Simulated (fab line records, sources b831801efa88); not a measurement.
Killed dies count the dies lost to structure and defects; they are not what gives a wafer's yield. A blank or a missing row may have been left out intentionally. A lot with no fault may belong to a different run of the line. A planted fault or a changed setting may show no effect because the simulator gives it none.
A struck lot beside a sound one	flow sky130	44 steps out of a route of 708
Sound: the wafers L692.1, L692.2, L692.3. Wafers L706.4, L706.5, L706.6 were the ones struck. Last of all comes the cause.
For every step that has rows: the tool of each side, followed by ch and its chambers, followed by its first start. Under that, the readings that differ: sound wafers	struck wafers	difference of the means	sigmas: that difference in standard deviations of wafers without a fault.
alike: readings whose means differ by less than 2 such deviations, and words and numbers that are the same on both sides. not compared: withheld readings, readings that some wafer has no value for, bounds like >300 that may hide the same value, and numbers for which the record gives no deviation and whose values overlap.
Wherever a step has rows on one side only, a row that says differs or no value, or a row with sigmas, the two part there. Non-overlapping numbers with no deviation appear without sigmas and do not part them. Lack of a reading on every wafer of one side parts them only where that side has two or more wafers.

first, 1 step without rows for these wafers: SKY_VIA3_ETCH_15 (etches SiO2 in C4F8/O2/Ar, stops on TiN, target depth 507 nm, time 78 s).
SKY_VIA3_STRIP_16: strips in O2/N2.
  sound on plasma_asher-04 ch 0,1, day 40 14:49; struck on plasma_asher-04 ch 0,1, day 45 05:50
  alike: chamber_pressure_mTorr, drypump_motor_current_A, oes_product_au, strip_time_to_endpoint_s
  not compared: rf_hours_counter_h
then, 5 steps without rows for these wafers: SKY_VIA3_STRIP_17 (strips in post etch residue remover, time 1200 s); SKY_VIA3_CLEAN_18 (cleans in IPA, time 180 s); SKY_VIA3_CLEAN_19 (cleans in O3/DIW); SKY_VIA3_SPUTTER_20 (material TiN, target thk 20 nm, time 80 s); SKY_VIA3_CVD_21 (deposits W, target thk 390 nm, time 117.31 s).
SKY_VIA3_RS_MEAS_22: a four-point-probe measurement.
  struck on film_metro-03, day 45 06:41; sound on film_metro-03, day 40 15:35
  alike: VIA3_W_RS
SKY_VIA3_THK_MEAS_23: measures by xrf.
  struck on film_metro-03, day 45 06:47; sound on film_metro-03, day 40 15:43
  alike: VIA3_W_THK
SKY_VIA3_CMP_24: polishes, stops on SiO2, t overpolish 20 s, target thk 0 nm.
  sound on cmp-01 ch 0,1,2, day 40 16:05; struck on cmp-01 ch 1,2, day 45 06:55
  alike: motor_current_A, overpolish_run_s, time_to_endpoint_s
SKY_METAL4_SPUTTER_00: material Ti, target thk 15 nm, time 10 s.
  struck on pvd_sputter-01, day 45 07:10; sound on pvd_sputter-01, day 40 16:23
  alike: throttle_valve_pct
then, 1 step without rows for these wafers: SKY_METAL4_SPUTTER_01 (material TiN, target thk 20 nm, time 16.7 s).
SKY_METAL4_SPUTTER_02: material AlCu, target thk 735 nm, time 39.1 s.
  struck on pvd_sputter-01, day 45 07:13; sound on pvd_sputter-01, day 40 16:26
reading	sound	struck	difference	sigmas
model.AlCu_of_METAL4_SPUTTER_02.thk_nm (nm)	734.4 739.9 735.8	818.8 811.1 811.1	+77.0	
  alike: throttle_valve_pct
then, 2 steps without rows for these wafers: SKY_METAL4_SPUTTER_03 (material Ti, target thk 5 nm, time 3.3 s); SKY_METAL4_SPUTTER_04 (material TiN, target thk 70 nm, time 58.3 s).
SKY_CAP2M_CVD_00: deposits SiO2, target thk 15.5 nm.
  sound on pecvd-03 ch 0,1,2, day 40 16:33; struck on pecvd-02 ch 0,1,2, day 45 07:20
  alike: heater_power_outer_w, heater_power_w
SKY_CAP2M_THK_MEAS_01:
  struck on film_metro-03, day 45 07:22; sound on film_metro-03, day 40 16:34
  alike: CAP2M_CVD_00_THK
then, 1 step without rows for these wafers: SKY_CAP2M_SPUTTER_02 (material TiN, target thk 200 nm, time 166.7 s).
SKY_CAP2M_RS_MEAS_03: a four-point-probe measurement.
  struck on film_metro-01, day 45 07:34; sound on film_metro-01, day 40 16:44
  alike: CAP2M_TIN_RS
SKY_CAP2M_THK_MEAS_04: measures by xrf.
  struck on film_metro-01, day 45 07:40; sound on film_metro-01, day 40 16:52
  alike: CAP2M_TIN_THK
then, 7 steps without rows for these wafers: SKY_CAP2M_DEHYDRATE_05 (time 60 s); SKY_CAP2M_HMDS_06 (prime time 60 s); SKY_CAP2M_COAT_07 (resist thk 1140 nm); SKY_CAP2M_SOFTBAKE_08 (time 60 s); SKY_CAP2M_EXPOSE_09 (exposes mask CAP2M, target cd 1000 nm); SKY_CAP2M_PEB_10; SKY_CAP2M_DEVELOP_11 (develop time 60 s).
SKY_CAP2M_OVL_MEAS_12:
  struck on overlay-01, day 46 03:46; sound on overlay-01, day 41 17:27
reading	sound	struck	difference	sigmas
CAP2M_OVL (nm)	0.1 1.5 2.9	-1.8 -1.3 -1.6	-3.1	-2
SKY_CAP2M_METAL_ETCH_13: etches TiN in Cl2/BCl3, stops on SiO2, target depth 220 nm, time 62.9 s.
  sound on rie_metal-03 ch 0,1, day 41 17:29; struck on rie_metal-02 ch 0,1, day 46 03:49
  alike: bias_w, chamber_pressure_mTorr, drypump_motor_current_A, oes_product_au, throttle_valve_pct
  not compared: rf_hours_counter_h
then, 12 steps without rows for these wafers: SKY_CAP2M_STRIP_14 (strips in O2/N2); SKY_CAP2M_STRIP_15 (strips in post etch residue remover, time 1200 s); SKY_CAP2M_CLEAN_16 (cleans in IPA, time 180 s); SKY_CAP2M_CLEAN_17 (cleans in O3/DIW); SKY_METAL4_DEHYDRATE_05 (time 60 s); SKY_METAL4_HMDS_06 (prime time 60 s); SKY_METAL4_COAT_07 (resist thk 60 nm); SKY_METAL4_COAT_08 (resist thk 1140 nm); SKY_METAL4_SOFTBAKE_09 (time 90 s); SKY_METAL4_EXPOSE_10 (exposes mask MM4, target cd 300 nm); SKY_METAL4_PEB_11; SKY_METAL4_DEVELOP_12 (develop time 60 s).
SKY_METAL4_CD_MEAS_13: target cd 300 nm.
  struck on cd_sem-02, day 47 00:45; sound on cd_sem-02, day 42 17:11
  alike: cd_nm
SKY_METAL4_METAL_ETCH_18: etches the open film in Cl2/BCl3, stops on SiO2, target depth 845 nm, time 183.1 s.
  sound on rie_metal-04 ch 0,1, day 42 17:37; struck on rie_metal-03 ch 0,1, day 47 01:04
reading	sound	struck	difference	sigmas
oes_product_au (a.u.)	0.868 0.870 0.867	0.922 0.905 0.914	+0.045	+6
  alike: bias_w, chamber_pressure_mTorr, drypump_motor_current_A, throttle_valve_pct
  not compared: rf_hours_counter_h
-- the record jumps here: 3 days lie between the struck wafers' starts before and after (it left off in module METAL4 and takes up again in module PAD_OPEN, whose first step shown is number 708 of the route) --
SKY_PAD_OPEN_PROBE_99:
  struck on prober-01, day 50 09:26; sound on prober-01, day 46 15:04
reading	sound	struck	difference	sigmas
model.etest.met4.line_ohm_um	0.1431 0.1386 0.1414	0.1278 0.1271 0.1303	-0.0126	
model.etest.met4.rs_ohm_sq	0.04281 0.04223 0.04283	0.03836 0.03843 0.03813	-0.00432	
  alike: defect_limited_yield, killed_at_M0_to_M3, killed_at_M4_up, killed_at_contacts, killed_at_front_end, killed_at_other, killed_dies, killed_open, killed_short, sort_bin_3_pad_short, sort_bin_5_function, sort_bin_6_memory, sort_n_pass, sort_yield_pct

WHERE THEY PART
At SKY_CAP2M_OVL_MEAS_12 first; at SKY_METAL4_METAL_ETCH_18 last (within this record only). Later steps at which nothing parts them and some readings are alike: SKY_PAD_OPEN_PROBE_99.

WHY: whatever the simulator had introduced
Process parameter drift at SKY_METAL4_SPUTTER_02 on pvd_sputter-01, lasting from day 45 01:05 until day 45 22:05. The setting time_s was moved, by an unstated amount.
